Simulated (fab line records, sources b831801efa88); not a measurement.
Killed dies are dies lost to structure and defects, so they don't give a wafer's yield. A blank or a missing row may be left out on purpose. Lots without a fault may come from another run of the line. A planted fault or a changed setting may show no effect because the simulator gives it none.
A struck lot beside a sound one | flow sky130 | 17 steps out of a route of 708
Sound: wafers L635.1, L635.3, L635.5. Struck: wafers L642.2, L642.5, L642.6. The cause comes at the end.
At each step with rows: each side's tool, then ch and its chambers, then its first start. Under that, the readings that differ: sound wafers | struck wafers | difference of the means | sigmas: that difference in standard deviations of wafers without a fault.
alike: readings whose means differ by less than 2 such deviations, and words and numbers that are the same on both sides. not compared: withheld readings, readings that some wafer has no value for, bounds like >300 that may hide the same value, and numbers for which the record gives no deviation and whose values overlap.
The two part at a step that has a row with sigmas, a row that says differs or no value, or rows on one side only. Numbers that don't overlap but have no deviation are shown without sigmas and don't part them. A reading that every wafer of one side lacks parts them only if that side has two wafers or more.

SKY_METAL2_THK_MEAS_06: measures by xrf.
  sound on film_metro-03, day 35 08:27; struck on film_metro-03, day 37 14:04
  alike: METAL2_ALCU_THK
then, 8 steps without rows for these wafers: SKY_METAL2_DEHYDRATE_07 (time 60 s); SKY_METAL2_HMDS_08 (prime time 60 s); SKY_METAL2_COAT_09 (resist thk 60 nm); SKY_METAL2_COAT_10 (resist thk 450 nm); SKY_METAL2_SOFTBAKE_11 (time 90 s); SKY_METAL2_EXPOSE_12 (exposes mask MM2, target cd 140 nm); SKY_METAL2_PEB_13; SKY_METAL2_DEVELOP_14 (develop time 60 s).
SKY_METAL2_CD_MEAS_15: target cd 140 nm.
  sound on cd_sem-01, day 36 10:40; struck on cd_sem-01, day 38 15:29
  alike: cd_nm
SKY_METAL2_OVL_MEAS_16:
  sound on overlay-02, day 36 10:47; struck on overlay-02, day 38 15:35
  alike: METAL2_OVL
SKY_METAL2_DESCUM_17: chemistry O2, time 8 s.
  sound on rie_metal-01 ch 0,1, day 36 10:49; struck on rie_metal-02 ch 0,1, day 38 15:37
  alike: drypump_motor_current_A, oes_product_au
  not compared: rf_hours_counter_h
SKY_METAL2_ETCH_18: etches BARC in N2/H2, stops on SiO2, time 45.9 s, target depth 60 nm.
  sound on rie_metal-01 ch 0,1, day 36 10:50; struck on rie_metal-02 ch 0,1, day 38 15:39
  no value came back on the struck wafers for any of 6 readings (bias_w (W), chamber_pressure_mTorr (mTorr) and others); on the sound wafers bias_w (W) reads 100.0 99.9 99.8
  reading                                       | sound             | struck            | difference | sigmas
  model.KrF-thick_of_METAL2_COAT_10.thk_nm (nm) | 392.8 389.9 393.9 | 437.4 439.6 437.7 | +46.0      |
  not compared: rf_hours_counter_h
SKY_METAL2_METAL_ETCH_19: etches the open film in Cl2/BCl3, stops on SiO2, target depth 360 nm, time 78 s.
  sound on rie_metal-01 ch 0,1, day 36 10:55; struck on rie_metal-02 ch 0,1, day 38 15:43
  reading                                       | sound             | struck            | difference | sigmas
  oes_product_au (a.u.)                         | 0.847 0.854 0.837 | 0.368 0.368 0.384 | -0.473     | -83
  model.KrF-thick_of_METAL2_COAT_10.thk_nm (nm) | 153.7 150.7 159.7 | 202.3 207.1 199.9 | +48.4      |
  alike: bcl3_flow_sccm, bias_w, drypump_motor_current_A, throttle_valve_pct
  not compared: rf_hours_counter_h
SKY_METAL2_STRIP_20: strips in O2/N2.
  sound on plasma_asher-03 ch 0,1, day 36 11:00; struck on plasma_asher-02 ch 0,1, day 38 15:48
  reading                      | sound             | struck            | difference | sigmas
  oes_product_au (a.u.)        | 0.342 0.335 0.348 | 0.366 0.368 0.358 | +0.022     | +4
  strip_time_to_endpoint_s (s) | 2.65 2.60 2.71    | 3.18 3.23 3.17    | +0.54      | +11
  alike: drypump_motor_current_A
  not compared: rf_hours_counter_h
then, 1 step without rows for these wafers: SKY_METAL2_STRIP_21 (strips in post etch residue remover, time 1200 s).
-- the record jumps here: 10 days lie between the struck wafers' starts before and after (it left off in module METAL2 and takes up again in module PAD_OPEN, whose first step shown is number 708 of the route) --
SKY_PAD_OPEN_PROBE_99:
  sound on prober-02, day 46 20:52; struck on prober-01, day 48 15:39
  reading                  | sound          | struck         | difference | sigmas
  defect_limited_yield (%) | 83.5 83.1 83.7 | 0 0 0          | -83        | -44
  killed_at_M0_to_M3       | 45 44 33       | 450 448 437    | +404       | +53
  killed_dies              | 81 83 80       | 492 492 492    | +411       | +44
  killed_on_rim            | 15 11 19       | 96 96 96       | +81        | +20
  sort_bin_5_function (%)  | 10.4 11.0 10.2 | 93.5 91.1 93.5 | +82.2      | +51
  sort_n_pass              | 411 409 412    | 0 0 0          | -411       | -44
  sort_yield_pct (%)       | 83.5 83.1 83.7 | 0 0 0          | -83        | -44
  alike: killed_at_M4_up, killed_at_contacts, killed_at_front_end, killed_at_other, killed_open, killed_short, sort_bin_3_pad_short, sort_bin_6_memory

WHERE THEY PART
First at SKY_METAL2_ETCH_18; last, within this record, at SKY_PAD_OPEN_PROBE_99.

WHY: what the simulator had put in
Skipped step whole: rie_metal-02, from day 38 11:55 on, at SKY_METAL2_ETCH_18. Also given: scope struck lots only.
